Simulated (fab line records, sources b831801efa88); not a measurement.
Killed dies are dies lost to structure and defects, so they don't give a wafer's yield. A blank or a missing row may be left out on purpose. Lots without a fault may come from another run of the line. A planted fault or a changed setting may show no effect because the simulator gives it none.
Which tool did it? | flow sky130 | 10 lots, 29 wafers sampled, at 5 steps of a route of 708

WHAT THE GAUGES READ, wafer by wafer
SKY_LI_CONTACT_BOW_MEAS_03.
lot  | measured     | on            | LI_CONTACT_BOW (um)
L228 | day 27 16:52 | film_metro-04 | 53 59 51
L229 | day 28 01:43 | film_metro-02 | 54 49 63
L230 | day 28 20:10 | film_metro-03 | 51 57 60
L232 | day 29 07:13 | film_metro-02 | 53 58
L241 | day 32 08:28 | film_metro-04 | 53 70 61
L242 | day 32 22:06 | film_metro-02 | 56 50 62
L243 | day 33 00:40 | film_metro-03 | 54 62 52
L244 | day 33 05:34 | film_metro-02 | 61 72 69
L249 | day 35 07:05 | film_metro-04 | 39 39 58
L251 | day 35 14:47 | film_metro-02 | 47 54 48

SKY_LOCAL_INTERCONNECT_RS_MEAS_01: measures by four-point-probe.
lot  | measured     | on            | LOCAL_INTERCONNECT_TIN_RS (ohm/sq)
L228 | day 28 23:49 | film_metro-01 | 14.22 14.10 14.24
L229 | day 29 07:34 | film_metro-01 | 14.10 14.08 14.08
L230 | day 30 01:56 | film_metro-02 | 13.93 14.08 14.08
L232 | day 30 12:49 | film_metro-03 | 14.27 13.19
L241 | day 33 12:44 | film_metro-01 | 14.18 14.17 14.25
L242 | day 34 02:21 | film_metro-03 | 14.25 14.10 14.25
L243 | day 34 04:35 | film_metro-03 | 14.40 14.40 14.44
L244 | day 34 08:37 | film_metro-03 | 14.22 14.08 14.10
L249 | day 36 10:19 | film_metro-02 | 13.99 14.12 14.14
L251 | day 36 18:23 | film_metro-02 | 14.33 14.33 14.24

SKY_LOCAL_INTERCONNECT_THK_MEAS_02: measures by xrf.
lot  | measured     | on            | LOCAL_INTERCONNECT_TIN_THK (nm)
L228 | day 28 23:55 | film_metro-01 | 99.4 100.1 99.7
L229 | day 29 07:41 | film_metro-01 | 100.5 101.0 100.2
L230 | day 30 02:02 | film_metro-02 | 102.5 100.6 101.2
L232 | day 30 12:56 | film_metro-03 | 100.6 108.5
L241 | day 33 12:51 | film_metro-01 | 100.1 100.0 99.4
L242 | day 34 02:28 | film_metro-03 | 100.1 101.2 100.5
L243 | day 34 04:43 | film_metro-03 | 99.4 99.4 99.3
L244 | day 34 08:43 | film_metro-03 | 100.5 101.6 101.7
L249 | day 36 10:26 | film_metro-02 | 101.7 100.6 100.8
L251 | day 36 18:31 | film_metro-02 | 99.0 99.4 100.0

WHICH TOOL RAN EACH LOT (tool, then ch and the chambers of the sampled wafers, then the start)
lot  | SKY_SPACER_ETCHBACK_02             | SKY_LOCAL_INTERCONNECT_SPUTTER_00
L228 | rie_diel-01 ch 1,2,3, day 22 16:05 | pvd_sputter-02, day 28 23:44
L229 | rie_diel-02 ch 0,2,3, day 23 01:31 | pvd_sputter-02, day 29 07:30
L230 | rie_diel-01 ch 0,2,3, day 23 21:29 | pvd_sputter-04, day 30 01:50
L232 | rie_diel-02 ch 2,3, day 24 09:22   | pvd_sputter-02, day 30 12:46
L241 | rie_diel-02 ch 0,1,3, day 27 14:19 | pvd_sputter-01, day 33 12:40
L242 | rie_diel-02 ch 1,2,3, day 28 04:53 | pvd_sputter-02, day 34 02:17
L243 | rie_diel-04 ch 1,2,3, day 28 07:24 | pvd_sputter-02, day 34 04:31
L244 | rie_diel-04 ch 0,1,2, day 28 11:32 | pvd_sputter-02, day 34 08:31
L249 | rie_diel-04 ch 0,1,3, day 30 18:07 | pvd_sputter-01, day 36 10:14
L251 | rie_diel-01 ch 1,2, day 31 03:44   | pvd_sputter-04, day 36 18:20
- SKY_SPACER_ETCHBACK_02: etches Si3N4 in CH3F/O2, stops on SiO2, time 46.7 s, target depth 45 nm.
- SKY_LOCAL_INTERCONNECT_SPUTTER_00: material TiN, target thk 100 nm, time 83.3 s.

WHAT THE TOOLS THEMSELVES READ (means of the sampled wafers that have a number; where no wafer has one, the mark that the record gives instead)
SKY_SPACER_ETCHBACK_02.
lot  | tool        | chamber_pressure_mTorr (mTorr) | drypump_motor_current_A (A) | oes_product_au (a.u.) | throttle_valve_pct (%)
L228 | rie_diel-01 | 25.018                         | 5.6                         | 0.861                 | 10.568
L229 | rie_diel-02 | 24.981                         | 5.4                         | 0.857                 | 10.559
L230 | rie_diel-01 | 24.985                         | 6.0                         | 0.856                 | 10.555
L232 | rie_diel-02 | 24.997                         | 5.4                         | 0.868                 | 10.563
L241 | rie_diel-02 | 24.987                         | 5.5                         | 0.851                 | 10.558
L242 | rie_diel-02 | 25.000                         | 5.5                         | 0.855                 | 10.563
L243 | rie_diel-04 | 25.000                         | 5.7                         | 0.848                 | 10.559
L244 | rie_diel-04 | 24.980                         | 5.7                         | 0.855                 | 10.558
L249 | rie_diel-04 | 25.013                         | 6.0                         | 0.855                 | 10.558
L251 | rie_diel-01 | 25.008                         | 5.4                         | 0.855                 | 10.572

SKY_LOCAL_INTERCONNECT_SPUTTER_00.
lot  | tool           | throttle_valve_pct (%)
L228 | pvd_sputter-02 | 30.7
L229 | pvd_sputter-02 | 30.5
L230 | pvd_sputter-04 | 29.2
L232 | pvd_sputter-02 | 29.9
L241 | pvd_sputter-01 | 28.9
L242 | pvd_sputter-02 | 29.9
L243 | pvd_sputter-02 | 29.8
L244 | pvd_sputter-02 | 29.6
L249 | pvd_sputter-01 | 29.3
L251 | pvd_sputter-04 | 28.9

THE ANSWER, worked out from the rows above alone
Rule: what is usual is taken from the lots themselves. Put in order of their means at a reading, lots are off if they are a third of the lots or fewer, leave a main group of 4 or more, and stand apart from it by a gap of 3 or more times the standard deviation of the main group's means; of several such gaps the widest counts. A main group whose means are all the same, to the digits that the tables above print for the reading, isn't used. A lot without any number at a reading at which 4 lots or more have one is off too. The other lots that the step has rows for count as sound. The gauges are gone through in route order, then the tools' own readings, and for those a lot's mean is taken as printed above. The first step at which some lot is off is used, and at that step the reading that is off furthest; a lot without a number counts as furthest.
Off: L232, at SKY_LOCAL_INTERCONNECT_THK_MEAS_02 (LOCAL_INTERCONNECT_TIN_THK). The main group: mean 100.4 nm, standard deviation 0.74.
A tool fits if, at a process step before that reading, it ran every lot that is off, and no sound lot after the first of them. The gauges at SKY_LOCAL_INTERCONNECT_THK_MEAS_02 are tried like those tools. None of those tried fits.

WHAT THE SIMULATOR HAD PUT IN
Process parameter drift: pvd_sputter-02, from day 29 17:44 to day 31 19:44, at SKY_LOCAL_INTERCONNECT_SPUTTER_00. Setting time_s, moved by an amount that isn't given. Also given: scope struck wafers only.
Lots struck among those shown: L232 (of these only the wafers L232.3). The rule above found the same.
